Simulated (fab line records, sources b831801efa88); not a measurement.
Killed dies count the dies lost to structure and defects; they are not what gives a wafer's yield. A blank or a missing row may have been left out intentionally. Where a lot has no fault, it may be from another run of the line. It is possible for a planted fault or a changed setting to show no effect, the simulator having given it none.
Problem report in the 8D (eight disciplines) form, filled by code    flow gf180mcu    the parts of the form that need people (team, actions taken, sign-off) are left out

## 1. THE PROBLEM
Wafers without a fault read 260.1 nm, standard deviation 1.2; cd nm at GF_V1_CD_MEAS_14 reads a mean of 251.9 nm on 6 wafers belonging to 2 lots. Measured from the usual mean, that is -6.9 standard deviations.
The step: target cd 260 nm.
First observed at day 21 23:14: wafer L203.2, on cd sem-02. Wafers with a number at this step in the record: 36, from 12 lots. Rule for "out" (also "out of limits"): further than 4 standard deviations from the usual mean. The rest of the wafers with a number are treated as sound.

## 2. WHAT THIS IS AND IS NOT
question                     is                      is not
which readings at this step  cd nm                   -
which lots                   L203, L204              L193, L195, L197, L198, L206, L207, L209, L214, L215, L216
which wafers of those lots   all that have a number  -
read on which gauges         cd sem-01, cd sem-02    -
when                         from day 21 23:14       up to then (12 sound wafers); but 18 sound wafers of L206, L207, L209, L214, L215, L216 came after

## 3. SUSPECTS, AND WHAT RULES EACH OUT
Counting: any tool at a process step up to the reading is kept as a suspect provided that every lot that is out went through it and no sound lot did after the first of them.
- the gauge at GF_V1_CD_MEAS_14: ruled out. The wafers that are out were read on 2 gauges (cd sem-01, cd sem-02).
- pecvd-04 at GF_V1_CVD_02 (deposits SiO2 from TEOS, target thk 850 nm, time 94.851 s): ruled out as a lasting fault. After its first lot that is out, L203 (day 20 23:39), sound lots L206, L209, L214 ran on it.
- krf scanner-02 at GF_V1_EXPOSE_11 (exposes mask Via1, target cd 260 nm): kept. All lots that are out passed through it, beginning with L203 at day 21 12:08, and no sound lot followed; its final sound lot before that point was L198 at day 19 14:27. Its own readings are out on those wafers: exposure dose mJ cm2.
Remaining after the count: krf scanner-02 at GF_V1_EXPOSE_11.

## 4. THE CAUSE (what the simulator had put in)
Process parameter drift: krf scanner-02, from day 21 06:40 on, at GF_V1_EXPOSE_11. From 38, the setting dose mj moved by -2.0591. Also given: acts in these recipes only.
This tool alone remained once counting was done.

## 5. THE EFFECT CHAIN, in route order
One row per reading whose mean, taken over the struck wafers that have a number, lies over 3 standard deviations from the usual. Readings are gone through only where the record gives a usual standard deviation; hours: the median, over the lots, of the time from a lot's start at the first step in this table giving one to that lot's start at this step; sigmas: the change measured in usual standard deviations.
hours  step              reading               usual     on struck wafers  change  sigmas
0      GF_V1_EXPOSE_11   exposure dose mJ cm2  38.04     36.06             -1.98   -18
11     GF_V1_CD_MEAS_14  cd nm                 260.1 nm  251.9             -8.2    -6.9
The process steps in it:
- GF_V1_EXPOSE_11: exposes mask Via1, target cd 260 nm.

## 6. WHAT WOULD HAVE CAUGHT IT SOONER
17 hours passed between the start of the fault at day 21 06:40 and the first reading out of limits at a measuring or inspecting step in this record, taken at day 21 23:14.
At GF_V1_EXPOSE_11, the tool's own readings (exposure dose mJ cm2) were out on each struck wafer the step has a row for, so an alarm limit on them would have fired on the first such wafer.
Lots out: 2; of these, L204 started GF_V1_EXPOSE_11 on krf scanner-02 after day 21 23:14. Holding the tool at that time would have saved it.
